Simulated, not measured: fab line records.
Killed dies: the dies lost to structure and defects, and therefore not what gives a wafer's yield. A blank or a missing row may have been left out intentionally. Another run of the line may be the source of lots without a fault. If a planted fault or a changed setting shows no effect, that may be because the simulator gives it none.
8D (eight disciplines) problem report, filled in by code	flow sky130	the parts of the form that need people (team, actions taken, sign-off) are left out

## 1. THE ISSUE
Mean LDD_N_TW at SKY_LDD_N_TW_MEAS_17: 2454 over 9 wafers in 3 lots; fault-free wafers: 2580, standard deviation 14. That puts it -9.0 standard deviations away from the usual mean.
Seen first at day 23 09:36 on film-metro-03, wafer L927.1. At this step, 33 wafers from 11 lots have a number in the record. The rule behind "out" and "out of limits": a value lying over 4 standard deviations away from the usual mean. All remaining wafers that have a number are taken as sound.

## 2. WHAT IT IS; WHAT IT IS NOT
question	is	is not
which readings at this step	LDD_N_TW	-
which lots	L927, L929, L930	L913, L917, L918, L919, L920, L926, L928, L931
which wafers of those lots	all that have a number	-
read on which gauges	film-metro-03, film-metro-04	film-metro-02
when	from day 23 09:36	up to then (18 sound wafers); but 6 sound wafers of L928, L931 came after

## 3. WHAT RULES OUT EACH SUSPECT
Counting: a tool stays on the suspect list if, at a process step up to the reading, it processed all lots that are out and no sound lot following the first of them.
- the gauge at SKY_LDD_N_TW_MEAS_17 is ruled out. 2 gauges (film-metro-03, film-metro-04) read the wafers that are out.
- implanter-04 at SKY_LDD_N_IMPLANT_09: kept. It processed each lot that is out, first L927 at day 23 08:27, and no sound lot thereafter; up to then, the last sound lot it processed was L920 at day 20 10:43. Its own dose-ions-cm2, faraday-current-uA readings are out on those wafers.
- plasma-asher-02 at SKY_LDD_N_STRIP_16 (strips in O2/N2): kept. It processed each lot that is out, first L927 at day 23 09:30, and no sound lot thereafter; up to then, the last sound lot it processed was L918 at day 20 04:00. Its own strip-time-to-endpoint-s readings are out on those wafers.
Left after counting: implanter-04 at SKY_LDD_N_IMPLANT_09, plasma-asher-02 at SKY_LDD_N_STRIP_16.

## 4. THE CAUSE (what the simulator had put in)
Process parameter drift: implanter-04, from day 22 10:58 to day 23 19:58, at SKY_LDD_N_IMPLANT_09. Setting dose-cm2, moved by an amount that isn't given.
2 suspects survive the count, and this tool is in that group.

## 5. THE EFFECT CHAIN, in route order
One row per reading whose mean, taken over the struck wafers that have a number, lies over 3 standard deviations from the usual. Only readings for which the record gives a usual standard deviation are gone through. hours: the time from each lot's start at the first step in this table that gives one to its start at this step, as a median over the lots. sigmas: the change in usual standard deviations.
hours	step	reading	usual	on struck wafers	change	sigmas
0	SKY_LDD_N_IMPLANT_09	dose-ions-cm2	7.499e+13	7.466e+12	-6.752e+13	-99 or more
0	SKY_LDD_N_IMPLANT_09	faraday-current-uA	423	42	-381	-49
1	SKY_LDD_N_STRIP_16	strip-time-to-endpoint-s	4.305 s	4.139	-0.166	-13
1	SKY_LDD_N_TW_MEAS_17	LDD_N_TW	2580	2454	-126	-9.0
It contains these process steps:
- SKY_LDD_N_IMPLANT_09
- SKY_LDD_N_STRIP_16: strips in O2/N2.

## 6. HOW IT WOULD HAVE BEEN CAUGHT EARLIER
The first out-of-limits reading at a measuring or inspecting step in this record came at day 23 09:36, 23 hours after the fault's start at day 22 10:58.
At SKY_LDD_N_IMPLANT_09, the tool's own readings (dose-ions-cm2, faraday-current-uA) were out on each struck wafer the step has a row for, so an alarm limit on them would have fired on the first such wafer.
L929, L930, from the lots that are out (3), started SKY_LDD_N_IMPLANT_09 on implanter-04 later than day 23 09:36. A hold on the tool at that time would have spared those 2.
